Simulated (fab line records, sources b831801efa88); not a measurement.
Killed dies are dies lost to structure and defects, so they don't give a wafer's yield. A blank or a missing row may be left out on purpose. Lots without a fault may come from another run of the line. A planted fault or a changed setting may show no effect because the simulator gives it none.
fab line records | flow sky130
record lots=6 wafers=18 last_day=50
route steps=708 shown SONOS_ONO@176 GATE_OXIDE@187 POLY_GATE@204 PAD_OPEN@708
lots that met no fault: from a run of the same line without faults
start_h: hours from the record's first day to the start of the lot's first wafer shown | wait_h: hours since the lot's step before | " the same as in the row above | L1.1+2: a row that stands for several wafers | - no value, or no start given | * or withheld: withheld | < > ~ a bound
route shown NAME@n: a module of which the file shows steps, and the number in the route of the first | usual: mean/standard deviation of fault-free wafers | same: alike in all rows | chamber/n: place in a boat | sites: the reading at each site | _std_site: their standard deviation | _edge_site: outer sites' mean less inner sites' | radius_mm: how far each site lies from the wafer's centre | mask NAME#n: copy n | behind: the tool/chamber that last shaped the wafer | hold: why the lot was held/for how many hours/how that ended | device: the transistor (n, p or np) that didn't switch | end of line: the same wafers' tests at the end of the route | a step without rows: its recipe alone | killed: dies lost to structure and defects at the first sort, not the wafer's yield | map: a wafer's dies, x killed, . not, _ none there
set.NAME: the setting as run; set.NAME@STEP: as run at that earlier step | model.NAME: the simulator's own value behind a step, which no gauge read
lots at some steps of the route; a table a step, a row a wafer
services: from which hour (start_h, from the record's first day; less than 0 if before it) a tool's chamber was out of use, for how many hours, and why
## steps
# step SKY_SONOS_ONO_COAT_08
# recipe resist=NOVOLAK spin_rpm=3000 resist_thk_nm=1140
# step SKY_SONOS_ONO_SOFTBAKE_09
# recipe temp_c=90 time_s=60 resist=NOVOLAK
# step SKY_SONOS_ONO_EXPOSE_10
# recipe mask_id=ONOM target_cd_nm=410 na=0.6 source_shape=conventional sigma_outer=0.6 dose_mj=150
# step SKY_SONOS_ONO_PEB_11
# recipe temp_c=withheld time_s=* resist=NOVOLAK
# step SKY_SONOS_ONO_DEVELOP_12
# recipe develop_time_s=60 dev_temp_c=23
# step SKY_SONOS_ONO_CD_MEAS_13
# recipe target_cd_nm=410
# usual cd_nm=409.5/2.6
# columns lot.wafer tool chamber start_h wait_h cd_nm
L580.1 cd_sem-02 - 277.17 0.1 406.4
L580.4 " - " " 405.8
L580.5 " - " " 408.5
L586.1 cd_sem-02 - 331.68 0.1 408.0
L586.2 " - " " 409.3
L586.6 " - " " 407.9
L588.1 cd_sem-01 - 346.47 0.1 408.9
L588.5 " - " " 408.7
L588.6 " - " " 407.8
L595.4 cd_sem-02 - 447.79 0.1 410.0
L595.5 " - " " 411.2
L595.6 " - " " 412.3
L596.2 cd_sem-01 - 448.00 0.1 410.0
L596.3 " - " " 410.2
L596.4 " - " " 407.2
L600.2 cd_sem-02 - 468.85 0.1 410.1
L600.5 " - " " 411.7
L600.6 " - " " 411.0
# step SKY_SONOS_ONO_OVL_MEAS_14
# usual SONOS_ONO_OVL=-0.4/1.2
# columns lot.wafer tool chamber start_h wait_h SONOS_ONO_OVL[nm]
L580.1 overlay-02 - 277.29 0.1 2.5
L580.4 " - " " -0.4
L580.5 " - " " 1.1
L586.1 overlay-02 - 331.80 0.1 -0.2
L586.2 " - " " -0.2
L586.6 " - " " -1.0
L588.1 overlay-02 - 346.59 0.1 1.7
L588.5 " - " " 2.3
L588.6 " - " " 1.7
L595.4 overlay-01 - 447.87 0.1 -1.5
L595.5 " - " " -1.7
L595.6 " - " " -2.0
L596.2 overlay-02 - 448.11 0.1 -0.3
L596.3 " - " " -0.7
L596.4 " - " " -2.2
L600.2 overlay-02 - 468.96 0.1 -0.3
L600.5 " - " " -0.2
L600.6 " - " " -0.1
# step SKY_SONOS_ONO_ETCH_15
# recipe target_depth_nm=19.52 chemistry=CHF3/O2 source_w=600 bias_w=200 pressure_mtorr=40 chf3_flow_sccm=50 O2_flow_sccm=5 time_s=7.8
# usual chf3_flow_sccm=50.02/0.16 drypump_motor_current_A=5.8/0.43 oes_product_au=0.996/0.011 throttle_valve_pct=8.825/0.0096
# same time_s=7.8
# columns lot.wafer tool chamber start_h wait_h chf3_flow_sccm drypump_motor_current_A oes_product_au rf_hours_counter_h throttle_valve_pct
L580.1 rie_diel-03 1 277.33 0.0 50.08 6.4 0.992 1 8.805
L580.4 " 0 " " 49.70 6.4 1.006 91 8.833
L580.5 " 2 " " 49.92 5.1 0.994 - 8.821
L586.1 rie_diel-02 1 331.84 0.0 49.80 6.2 1.010 98 8.836
L586.2 " 3 " " 50.05 5.6 1.005 5 8.821
L586.6 " 2 " " 49.93 5.9 1.015 - 8.822
L588.1 rie_diel-02 1 346.63 0.0 50.11 6.3 1.003 98 8.835
L588.5 " 0 " " 49.99 6.3 1.013 - 8.836
L588.6 " 3 " " 50.22 5.6 1.010 - 8.830
L595.4 rie_diel-04 2 447.89 0.0 50.17 5.3 1.000 1 8.833
L595.5 " 1 " " 50.14 6.0 0.987 - 8.820
L595.6 " 0 " " 49.94 6.0 1.004 - 8.815
L596.2 rie_diel-02 2 448.14 0.0 49.65 5.9 0.992 1 8.809
L596.3 " 0 " " 50.03 6.4 0.999 43 8.839
L596.4 " 2 " " 49.85 6.0 0.990 - 8.809
L600.2 rie_diel-04 1 468.99 0.0 50.24 6.0 0.977 35 8.814
L600.5 " 0 " " 50.11 5.9 0.997 - 8.825
L600.6 " 3 " " 49.88 5.6 0.981 - 8.838
# step SKY_SONOS_ONO_WET_ETCH_16
# recipe chemistry=dHF target_depth_nm=14 dry=n2_spin target=SiO2 dilution=100:1 temp_c=25 time_s=280
# step SKY_SONOS_ONO_STRIP_17
# recipe chemistry=O2/N2 power_w=1400 pressure_mtorr=1500 platen_temp_c=withheld o2_flow_sccm=3000 n2_flow_sccm=300 overash_fraction=0.5
# usual drypump_motor_current_A=5.7/0.45 oes_product_au=0.710/0.0045 strip_time_to_endpoint_s=14.08/0.031
# columns lot.wafer tool chamber start_h wait_h drypump_motor_current_A oes_product_au rf_hours_counter_h strip_time_to_endpoint_s
L580.1 plasma_asher-03 1 277.44 0.0 5.5 0.715 15 14.10
L580.4 " 1 " " 5.5 0.715 - 14.04
L580.5 " 1 " " 5.5 0.712 - 14.07
L586.1 plasma_asher-03 0 331.95 0.0 5.2 0.717 20 14.07
L586.2 " 1 " " 5.5 0.709 20 14.08
L586.6 " 0 " " 5.2 0.713 - 14.10
L588.1 plasma_asher-03 0 346.75 0.0 5.2 0.708 22 14.07
L588.5 " 1 " " 5.6 0.718 - 14.07
L588.6 " 0 " " 5.2 0.714 - 14.01
L595.4 plasma_asher-01 0 448.03 0.0 5.5 0.704 - 14.07
L595.5 " 0 " " 5.6 0.711 - 14.04
L595.6 " 1 " " 6.6 0.709 - 14.07
L596.2 plasma_asher-03 0 448.25 0.0 5.2 0.711 33 14.08
L596.3 " 0 " " 5.2 0.709 - 14.09
L596.4 " 1 " " 5.6 0.707 - 14.09
L600.2 plasma_asher-04 0 469.18 0.1 5.8 0.719 3 14.09
L600.5 " 1 " " 5.7 0.712 - 14.06
L600.6 " 0 " " 5.8 0.710 - 14.12
# step SKY_SONOS_ONO_WET_ETCH_18
# recipe chemistry=H3PO4 target_depth_nm=15 target=Si3N4 temp_c=160 time_s=172
# step SKY_GATE_OXIDE_CLEAN_00
# recipe chemistry=SC1/SC2 mix=1:4:20 temp_c=70 time_s=150 dry=n2_spin
# step SKY_GATE_OXIDE_OXIDATION_01
# recipe temp_c=900 ambient=O2 stabilise_s=600 purge_s=300 target_thk_a=102.68 ox_time_s=1473
# usual spike_tc_bottom_C=918.7/1.3 spike_tc_centre_C=902.0/1 spike_tc_lower_C=900.1/1.2 spike_tc_upper_C=899.4/1 tube_center_temp_C=899.99/0.08 tube_center_temp_C_max=902.3/0.41
# same ox_time_s=1473
# columns lot.wafer tool chamber start_h wait_h spike_tc_bottom_C spike_tc_centre_C spike_tc_lower_C spike_tc_upper_C tube_center_temp_C tube_center_temp_C_max model.SiO2_of_GATE_OXIDE_OXIDATION_01.thk_nm
L580.1 furnace-01 0 278.65 1.0 920.2 901.6 899.9 896.9 900 901.8 10.39
L580.4 " 0 " " 921.4 904.2 900.3 900.3 899.96 901.9 10.45
L580.5 " 0 " " 919.2 902.3 901.4 898.2 899.91 902.3 10.48
L586.1 furnace-01 0 332.93 0.8 912.7 896.9 895.6 893.5 894.15 896.1 9.524
L586.2 " 0 " " 912.0 896.3 895.7 893.4 894.16 896.5 9.747
L586.6 " 0 " " 916.0 895.6 895.0 893.5 894.12 896.8 9.611
L588.1 furnace-01 0 347.40 0.4 914.5 896.4 895.8 892.6 894 896.4 9.625
L588.5 " 0 " " 913.6 895.5 894.6 894.4 894.09 896.8 9.359
L588.6 " 0 " " 914.4 896.2 895.6 890.9 894.16 897.0 9.527
L595.4 furnace-01 0 448.20 0.0 920.3 901.5 900.7 899.0 899.98 902.0 10.54
L595.5 " 0 " " 922.2 902.0 900.5 899.5 899.95 902.5 10.6
L595.6 " 0 " " 918.5 902.1 901.5 898.5 900.02 902.0 10.56
L596.2 furnace-02 0 449.16 0.7 916.2 901.9 898.2 899.7 900.05 902.0 9.899
L596.3 " 0 " " 916.5 902.4 898.0 898.6 900.04 902.4 9.769
L596.4 " 0 " " 919.8 901.7 898.3 899.5 900.01 901.9 9.82
L600.2 furnace-01 0 471.51 2.1 918.5 901.8 901.7 899.3 900.01 902.4 10.17
L600.5 " 0 " " 919.7 901.0 901.6 898.8 899.95 902.8 10.18
L600.6 " 0 " " 919.9 903.4 899.8 899.7 899.95 902.8 10.22
# step SKY_GATE_OXIDE_THK_MEAS_02
# recipe reads=SiO2_of_GATE_OXIDE_OXIDATION_01
# usual GATE_OXIDE_OXIDATION_00_THK=10.27/0.18
# columns lot.wafer tool chamber start_h wait_h GATE_OXIDE_OXIDATION_00_THK[nm]
L580.1 film_metro-01 - 280.06 0.0 10.41
L580.4 " - " " 10.43
L580.5 " - " " 10.49
L586.1 film_metro-01 - 334.34 0.0 9.57
L586.2 " - " " 9.78
L586.6 " - " " 9.61
L588.1 film_metro-02 - 348.81 0.0 9.67
L588.5 " - " " 9.32
L588.6 " - " " 9.56
L595.4 film_metro-02 - 449.64 0.0 10.60
L595.5 " - " " 10.62
L595.6 " - " " 10.52
L596.2 film_metro-01 - 450.58 0.0 9.90
L596.3 " - " " 9.74
L596.4 " - " " 9.89
L600.2 film_metro-01 - 472.93 0.0 10.18
L600.5 " - " " 10.16
L600.6 " - " " 10.21
# step SKY_GATE_OXIDE_DEHYDRATE_03
# recipe temp_c=200 time_s=60
# step SKY_GATE_OXIDE_HMDS_04
# recipe prime_time_s=60 prime_temp_c=120
# step SKY_GATE_OXIDE_COAT_05
# recipe resist=NOVOLAK spin_rpm=3000 resist_thk_nm=1140
# step SKY_GATE_OXIDE_SOFTBAKE_06
# recipe temp_c=90 time_s=60 resist=NOVOLAK
# step SKY_GATE_OXIDE_EXPOSE_07
# recipe mask_id=LVOM na=0.6 source_shape=conventional sigma_outer=0.6 polarization=unpolarized target_cd_nm=600 dose_mj=170
# step SKY_GATE_OXIDE_PEB_08
# recipe temp_c=withheld time_s=* resist=NOVOLAK
# step SKY_GATE_OXIDE_DEVELOP_09
# recipe resist=NOVOLAK developer=TMAH develop_time_s=60 dev_temp_c=23
# step SKY_GATE_OXIDE_OVL_MEAS_10
# usual GATE_OXIDE_OVL=0.8/1.3
# columns lot.wafer tool chamber start_h wait_h GATE_OXIDE_OVL[nm]
L580.1 overlay-01 - 305.87 0.1 1.7
L580.4 " - " " 3.9
L580.5 " - " " 2.4
L586.1 overlay-02 - 361.93 0.1 2.0
L586.2 " - " " -0.3
L586.6 " - " " 1.6
L588.1 overlay-01 - 376.87 0.1 1.0
L588.5 " - " " 1.7
L588.6 " - " " 0.0
L595.4 overlay-02 - 480.21 0.1 -0.3
L595.5 " - " " 1.2
L595.6 " - " " 0.8
L596.2 overlay-01 - 480.98 0.1 2.2
L596.3 " - " " 2.7
L596.4 " - " " 2.5
L600.2 overlay-01 - 503.18 0.1 0.1
L600.5 " - " " 1.6
L600.6 " - " " 1.4
# step SKY_GATE_OXIDE_IMPLANT_11
# recipe species=B energy_kev=10 dose_cm2=2.6e+12 tilt_deg=withheld
# step SKY_GATE_OXIDE_WET_ETCH_12
# recipe chemistry=dHF target_depth_nm=16.8 dry=n2_spin target=SiO2 dilution=100:1 temp_c=25 time_s=336
# step SKY_GATE_OXIDE_STRIP_13
# recipe chemistry=O2/N2 power_w=1400 pressure_mtorr=1500 platen_temp_c=withheld o2_flow_sccm=3000 n2_flow_sccm=300 overash_fraction=0.5
# usual drypump_motor_current_A=5.8/0.44 oes_product_au=0.716/0.0044 strip_time_to_endpoint_s=14.17/0.033
# columns lot.wafer tool chamber start_h wait_h drypump_motor_current_A oes_product_au rf_hours_counter_h strip_time_to_endpoint_s
L580.1 plasma_asher-03 0 306.16 0.0 5.2 0.714 18 14.24
L580.4 " 0 " " 5.2 0.715 - 14.17
L580.5 " 1 " " 5.5 0.711 - 14.16
L586.1 plasma_asher-03 0 362.23 0.0 5.2 0.719 23 14.15
L586.2 " 1 " " 5.5 0.724 23 14.20
L586.6 " 0 " " 5.2 0.724 - 14.19
L588.1 plasma_asher-03 1 377.17 0.0 5.6 0.716 25 14.24
L588.5 " 0 " " 5.2 0.720 - 14.22
L588.6 " 1 " " 5.6 0.715 - 14.20
L595.4 plasma_asher-01 1 480.51 0.0 6.5 0.720 - 14.23
L595.5 " 1 " " 6.6 0.718 - 14.25
L595.6 " 0 " " 5.5 0.715 - 14.21
L596.2 plasma_asher-02 1 481.26 0.0 6.1 0.718 68 14.19
L596.3 " 0 " " 6.0 0.715 - 14.13
L596.4 " 1 " " 6.1 0.719 - 14.15
L600.2 plasma_asher-03 1 503.47 0.0 5.5 0.713 35 14.24
L600.5 " 0 " " 5.2 0.717 - 14.23
L600.6 " 1 " " 5.6 0.714 - 14.20
# step SKY_GATE_OXIDE_TW_MEAS_14
# usual GATE_OXIDE_TW=223.4/1.6
# columns lot.wafer tool chamber start_h wait_h GATE_OXIDE_TW
L580.1 film_metro-01 - 306.26 0.1 224.4
L580.4 " - " " 225.5
L580.5 " - " " 224.7
L586.1 film_metro-01 - 362.33 0.1 225.8
L586.2 " - " " 224.1
L586.6 " - " " 223.5
L588.1 film_metro-01 - 377.27 0.1 224.1
L588.5 " - " " 224.6
L588.6 " - " " 225.0
L595.4 film_metro-01 - 480.61 0.1 225.6
L595.5 " - " " 225.4
L595.6 " - " " 225.8
L596.2 film_metro-02 - 481.37 0.1 220.3
L596.3 " - " " 220.7
L596.4 " - " " 220.7
L600.2 film_metro-04 - 503.58 0.1 223.5
L600.5 " - " " 223.0
L600.6 " - " " 222.7
# step SKY_GATE_OXIDE_CLEAN_15
# recipe chemistry=SC1/SC2 mix=1:4:20 temp_c=70 time_s=150 dry=n2_spin
# step SKY_GATE_OXIDE_OXIDATION_16
# recipe temp_c=800 ambient=O2 idle_temp_c=700 ramp_up_c_per_min=10 ramp_down_c_per_min=3 stabilise_s=600 purge_s=300 target_thk_a=35.7 ox_time_s=1915
# usual ox_temp_c=800.0/0.32 ox_temp_c_max=802.8/0.61 spike_tc_bottom_C=819.4/1.3 spike_tc_centre_C=801.7/1 spike_tc_lower_C=800.0/1.3 spike_tc_upper_C=799.5/1.1 tube_center_temp_C=799.99/0.073 tube_center_temp_C_max=802.0/0.31
# same ox_time_s=1915
# columns lot.wafer tool chamber start_h wait_h ox_temp_c ox_temp_c_max spike_tc_bottom_C spike_tc_centre_C spike_tc_lower_C spike_tc_upper_C tube_center_temp_C tube_center_temp_C_max model.SiO2_of_GATE_OXIDE_OXIDATION_01.thk_nm
L580.1 furnace-02 0 306.63 0.3 799.8 802.5 818.1 803.2 800.8 800.5 800 801.8 11.68
L580.4 " 0 " " 800.1 803.1 817.7 800.0 800.5 799.6 799.87 801.8 11.7
L580.5 " 0 " " 800.1 803.5 816.8 801.6 798.5 799.4 800.14 801.9 11.77
L586.1 furnace-02 0 363.12 0.7 800.1 802.5 817.3 801.1 799.0 799.3 799.98 801.6 10.96
L586.2 " 0 " " 800.7 802.8 820.3 801.1 798.8 799.7 799.99 802.1 11.2
L586.6 " 0 " " 799.8 802.4 818.4 801.6 799.0 799.2 799.97 801.7 11.05
L588.1 furnace-02 0 377.39 0.0 799.8 802.0 818.4 799.9 798.5 801.5 799.92 802.0 11.04
L588.5 " 0 " " 800.2 803.3 820.7 801.5 798.7 800.9 799.95 802.5 10.79
L588.6 " 0 " " 799.5 802.1 818.3 801.2 798.7 801.3 799.99 802.1 10.97
L595.4 furnace-01 0 480.70 0.0 800.2 802.9 819.7 804.1 798.9 799.9 800.01 802.4 11.93
L595.5 " 0 " " 800.1 803.0 819.6 802.4 800.7 798.0 800.03 801.7 11.99
L595.6 " 0 " " 799.9 801.8 819.9 802.4 800.6 797.9 800.12 802.0 11.95
L596.2 furnace-02 0 481.47 0.0 800.2 803.4 820.7 801.6 797.0 799.1 800.02 801.6 11.24
L596.3 " 0 " " 800.1 802.6 819.3 800.4 798.9 799.7 799.97 802.3 11.14
L596.4 " 0 " " 799.8 802.9 819.0 801.7 798.9 800.4 799.97 801.7 11.18
L600.2 furnace-01 0 503.68 0.0 800.2 803.3 820.9 802.9 800.8 799.7 800.08 802.3 11.54
L600.5 " 0 " " 800.2 802.8 820.8 803.5 799.7 799.1 799.99 802.4 11.56
L600.6 " 0 " " 800.0 802.4 820.8 803.3 800.7 800.2 799.99 801.9 11.58
# step SKY_POLY_GATE_CVD_00
# recipe material=poly-Si target_thk_nm=180 temp_c=620 time_s=720 pressure_mtorr=200
# step SKY_PAD_OPEN_PROBE_99
# usual killed_at_M0_to_M3=44/7.3 killed_at_M4_up=3.2/1.8 killed_at_contacts=24/5.4 killed_at_front_end=16/4.4 killed_dies=86/9.5 killed_open=47/7.7 killed_short=39/6.4
# same gross_dies=492 killed_at_back_side=0 killed_at_other=0
# columns lot.wafer tool chamber start_h wait_h killed_at_M0_to_M3 killed_at_M4_up killed_at_contacts killed_at_front_end killed_dies killed_open killed_short model.etest.pfet_g5v0d10v5.r_on_ohm_um model.etest.tip_sonos.rs_ohm_sq model.etest.nfet_g5v0d10v5.r_on_ohm_um model.etest.nfet_g5v0d10v5.drive_ua_um model.etest.nfet_05v0_nvt.drive_ua_um model.etest.pfet_g5v0d10v5.drive_ua_um model.etest.nfet_16v.drive_ua_um model.etest.cap_thick_oxide.gate_log10_a_cm2
L580.1 prober-02 - 1070.23 0.1 43 2 30 9 84 52 32 4813 2674 1923 594.4 570.3 334 223.4 -7.152
L580.4 prober-02 - 1070.38 0.2 33 5 22 11 71 44 27 4880 2713 1912 595.2 569.2 332.9 222.2 -7.214
L580.5 prober-02 - 1070.43 0.2 40 2 23 12 77 41 36 4884 2698 1914 594.7 570.4 334.5 218.8 -7.362
L586.1 prober-01 - 1109.21 0.1 37 2 20 18 77 39 38 4704 2454 1852 637 602 352.3 233.9 -6.29
L586.2 prober-01 - 1109.26 0.1 53 2 18 23 96 50 46 4793 2523 1886 619.4 590 341.4 229.7 -6.502
L586.6 prober-01 - 1109.46 0.2 38 7 24 19 88 48 40 4703 2509 1864 623.9 599.9 350.9 232 -6.214
L588.1 prober-01 - 1124.09 0.1 44 1 23 14 82 47 35 4617 2538 1828 639.5 607.1 356.9 236.4 -6.266
L588.5 prober-01 - 1124.29 0.2 51 5 32 10 98 54 44 4545 2492 1797 654.4 616 364.1 240.8 -5.931
L588.6 prober-01 - 1124.34 0.2 60 1 24 16 101 55 46 4637 2523 1837 639.6 604.6 355 237.3 -6.203
L595.4 prober-01 - 1183.64 0.2 40 1 34 13 88 50 38 4751 2752 1914 589.5 565.8 339.8 216.2 -7.477
L595.5 prober-01 - 1183.69 0.2 35 1 24 7 67 36 31 4789 2770 1912 584.2 561.2 333.4 213.1 -7.521
L595.6 prober-01 - 1183.74 0.2 40 2 31 13 86 52 34 4861 2741 1922 589 560.2 331.2 214.6 -7.54
L596.2 prober-01 - 1185.16 0.1 54 3 19 17 93 52 41 4758 2549 1871 622.8 588.8 343.4 232.9 -6.57
L596.3 prober-01 - 1185.21 0.2 47 3 21 16 87 39 48 4605 2543 1832 631 595.8 353.4 235 -6.531
L596.4 prober-01 - 1185.26 0.2 56 4 22 12 94 48 46 4646 2528 1822 629.3 596 348.2 235.6 -6.528
L600.2 prober-02 - 1200.64 0.1 42 6 16 13 77 43 34 4672 2620 1874 607.4 577.6 346.7 223.6 -7.022
L600.5 prober-02 - 1200.79 0.2 42 3 26 23 94 55 39 4719 2614 1878 605.5 577.5 346.5 222.6 -6.947
L600.6 prober-02 - 1200.84 0.2 36 0 21 14 71 38 33 4726 2644 1891 605 575.1 347.2 223.6 -6.993
# killed by level:class
L580.1 LI_CONTACT:geometric_particle:open=11 CONTACT:geometric_particle:open=11 VIA1:geometric_particle:open=11 VIA3:geometric_particle:open=8 METAL1:geometric_particle:short=6 METAL2:geometric_particle:short=6 VIA2:geometric_particle:short=4 FIELD_ISO:geometric_particle:open=3
L580.4 CONTACT:geometric_particle:open=9 VIA1:geometric_particle:open=9 LI_CONTACT:geometric_particle:open=6 POLY_GATE:geometric_particle:open=5 METAL1:geometric_particle:short=5 VIA3:geometric_particle:open=5 LOCAL_INTERCONNECT:geometric_particle:short=4 VIA2:geometric_particle:short=3
L580.5 VIA1:geometric_particle:open=12 VIA2:geometric_particle:open=8 LI_CONTACT:geometric_particle:open=7 LOCAL_INTERCONNECT:geometric_particle:short=6 CONTACT:geometric_particle:open=5 METAL1:geometric_particle:short=5 VIA1:geometric_particle:short=5 FIELD_ISO:geometric_particle:short=4
L586.1 CONTACT:geometric_particle:open=11 FIELD_ISO:geometric_particle:short=6 POLY_GATE:geometric_particle:short=6 VIA1:geometric_particle:open=6 METAL2:geometric_particle:short=6 VIA1:geometric_particle:short=5 VIA2:geometric_particle:open=5 METAL1:geometric_particle:short=5
L586.2 VIA2:geometric_particle:open=12 VIA1:geometric_particle:open=10 FIELD_ISO:geometric_particle:open=7 CONTACT:geometric_particle:open=7 METAL2:geometric_particle:short=7 FIELD_ISO:geometric_particle:short=5 VIA1:geometric_particle:short=5 VIA3:geometric_particle:open=5
L586.6 VIA1:geometric_particle:open=14 CONTACT:geometric_particle:open=8 FIELD_ISO:geometric_particle:open=7 VIA3:geometric_particle:short=7 LI_CONTACT:geometric_particle:open=5 LOCAL_INTERCONNECT:geometric_particle:short=5 METAL2:geometric_particle:short=5 FIELD_ISO:geometric_particle:short=4
L588.1 VIA3:geometric_particle:open=9 CONTACT:geometric_particle:open=8 VIA1:geometric_particle:open=8 FIELD_ISO:geometric_particle:open=5 VIA3:geometric_particle:short=5 FIELD_ISO:geometric_particle:short=4 LI_CONTACT:geometric_particle:open=4 CONTACT:geometric_particle:short=4
L588.5 CONTACT:geometric_particle:open=11 VIA1:geometric_particle:open=10 VIA2:geometric_particle:open=9 CONTACT:geometric_particle:short=7 LI_CONTACT:geometric_particle:open=6 VIA3:geometric_particle:open=6 LOCAL_INTERCONNECT:geometric_particle:short=5 METAL1:geometric_particle:open=4
L588.6 VIA1:geometric_particle:short=12 VIA1:geometric_particle:open=11 VIA3:geometric_particle:open=9 LI_CONTACT:geometric_particle:open=8 METAL1:geometric_particle:short=7 CONTACT:geometric_particle:open=7 VIA2:geometric_particle:open=6 CONTACT:geometric_particle:short=5
L595.4 VIA1:geometric_particle:open=13 CONTACT:geometric_particle:open=12 LI_CONTACT:geometric_particle:open=7 LOCAL_INTERCONNECT:geometric_particle:short=7 CONTACT:geometric_particle:short=6 VIA3:geometric_particle:open=6 VIA1:geometric_particle:short=6 METAL2:geometric_particle:open=4
L595.5 CONTACT:geometric_particle:open=9 VIA1:geometric_particle:open=7 CONTACT:geometric_particle:short=6 VIA1:geometric_particle:short=6 VIA2:geometric_particle:open=6 LOCAL_INTERCONNECT:geometric_particle:short=5 VIA3:geometric_particle:open=4 METAL1:geometric_particle:short=3
L595.6 VIA1:geometric_particle:open=12 CONTACT:geometric_particle:open=11 LI_CONTACT:geometric_particle:open=7 CONTACT:geometric_particle:short=6 VIA1:geometric_particle:short=5 VIA2:geometric_particle:open=5 VIA3:geometric_particle:open=5 VIA2:geometric_particle:short=4
L596.2 VIA2:geometric_particle:open=10 VIA1:geometric_particle:open=10 METAL2:geometric_particle:short=9 CONTACT:geometric_particle:open=7 LI_CONTACT:geometric_particle:open=6 VIA1:geometric_particle:short=6 VIA2:geometric_particle:short=6 VIA3:geometric_particle:open=6
L596.3 VIA1:geometric_particle:open=11 FIELD_ISO:geometric_particle:short=9 VIA2:geometric_particle:open=9 METAL2:geometric_particle:short=7 CONTACT:geometric_particle:open=6 LOCAL_INTERCONNECT:geometric_particle:short=5 VIA1:geometric_particle:short=5 VIA3:geometric_particle:open=5
L596.4 VIA1:geometric_particle:open=17 CONTACT:geometric_particle:open=9 METAL3:geometric_particle:short=8 VIA2:geometric_particle:open=6 VIA3:geometric_particle:short=6 CONTACT:geometric_particle:short=5 VIA1:geometric_particle:short=5 LI_CONTACT:geometric_particle:open=4
L600.2 VIA1:geometric_particle:open=13 VIA1:geometric_particle:short=8 VIA3:geometric_particle:open=7 FIELD_ISO:geometric_particle:open=5 CONTACT:geometric_particle:open=5 VIA2:geometric_particle:open=5 LOCAL_INTERCONNECT:geometric_particle:short=4 METAL4:geometric_particle:short=4
L600.5 CONTACT:geometric_particle:open=12 VIA3:geometric_particle:open=10 VIA1:geometric_particle:open=9 FIELD_ISO:geometric_particle:short=8 VIA2:geometric_particle:open=8 METAL1:geometric_particle:short=7 FIELD_ISO:geometric_particle:open=5 POLY_GATE:geometric_particle:short=5
L600.6 CONTACT:geometric_particle:open=9 VIA1:geometric_particle:open=7 VIA2:geometric_particle:open=6 VIA2:geometric_particle:short=5 FIELD_ISO:geometric_particle:short=4 POLY_GATE:geometric_particle:short=4 CONTACT:geometric_particle:short=4 VIA3:geometric_particle:open=4
## services
# columns tool chamber start_h hours kind
plasma_asher-04 - 257.49 4.1 repair
rie_diel-02 3 262.13 2.1 repair
plasma_asher-03 - 287.31 7.6 repair
rie_diel-04 - 288.53 2.8 pm
plasma_asher-04 - 304.95 5.3 repair
rie_diel-02 3 314.57 11.7 repair
rie_diel-02 - 321.30 9.8 repair
rie_diel-03 0 327.92 7.3 repair
rie_diel-03 1 361.00 14.5 repair
plasma_asher-01 - 371.90 3.5 repair
plasma_asher-04 - 378.98 4.0 pm
furnace-01 - 403.91 7.1 pm
plasma_asher-04 - 405.54 2.8 pm
rie_diel-02 - 407.02 1.1 repair
furnace-02 - 412.20 3.9 pm
plasma_asher-01 - 413.08 0.5 repair
furnace-01 - 416.79 3.8 pm
rie_diel-02 2 420.11 8.2 repair
rie_diel-04 3 440.25 1.5 repair
plasma_asher-01 - 453.44 2.8 pm
plasma_asher-03 - 456.97 32.9 repair
plasma_asher-01 - 466.05 5.0 repair
rie_diel-02 - 487.80 14.6 pm
rie_diel-02 0 502.47 8.4 repair
## key
first_sign step=SKY_GATE_OXIDE_OXIDATION_01 reading=tube_center_temp_C direction=down sigmas=65 usual=* struck=*
effect step=SKY_GATE_OXIDE_OXIDATION_01 reading=tube_center_temp_C_max direction=down sigmas=14 usual=* struck=*
effect step=SKY_GATE_OXIDE_THK_MEAS_02 reading=GATE_OXIDE_OXIDATION_00_THK direction=down sigmas=3.7 usual=10.27 struck=9.58
model_effect step=SKY_GATE_OXIDE_OXIDATION_01 value=SiO2_of_GATE_OXIDE_OXIDATION_01.thk_nm without=10.21 struck=9.565
model_effect step=SKY_GATE_OXIDE_OXIDATION_16 value=SiO2_of_GATE_OXIDE_OXIDATION_01.thk_nm without=11.6 struck=11
model_effect step=SKY_PAD_OPEN_PROBE_99 value=etest.pfet_g5v0d10v5.r_on_ohm_um without=4797 struck=4666
met_at SKY_GATE_OXIDE_OXIDATION_01
struck_wafers L586.1,L586.2,L586.6,L588.1,L588.5,L588.6
tester_left_out L586,L588
onset_between 278.65 332.93
fault kind=process_parameter_drift tool=furnace-01 chamber=- onset_h=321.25 steps=SKY_GATE_OXIDE_OXIDATION_01 channel=temp_c offset=* shape=step end_h=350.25 acts_in=* stated=*
# tester_left_out: of these lots the tester's yield and bins aren't shown, on N5 and GAA mostly nor the transistor test; their killed dies are dies lost to structure and defects alone, not to doping, threshold or leakage, so they don't give the yield
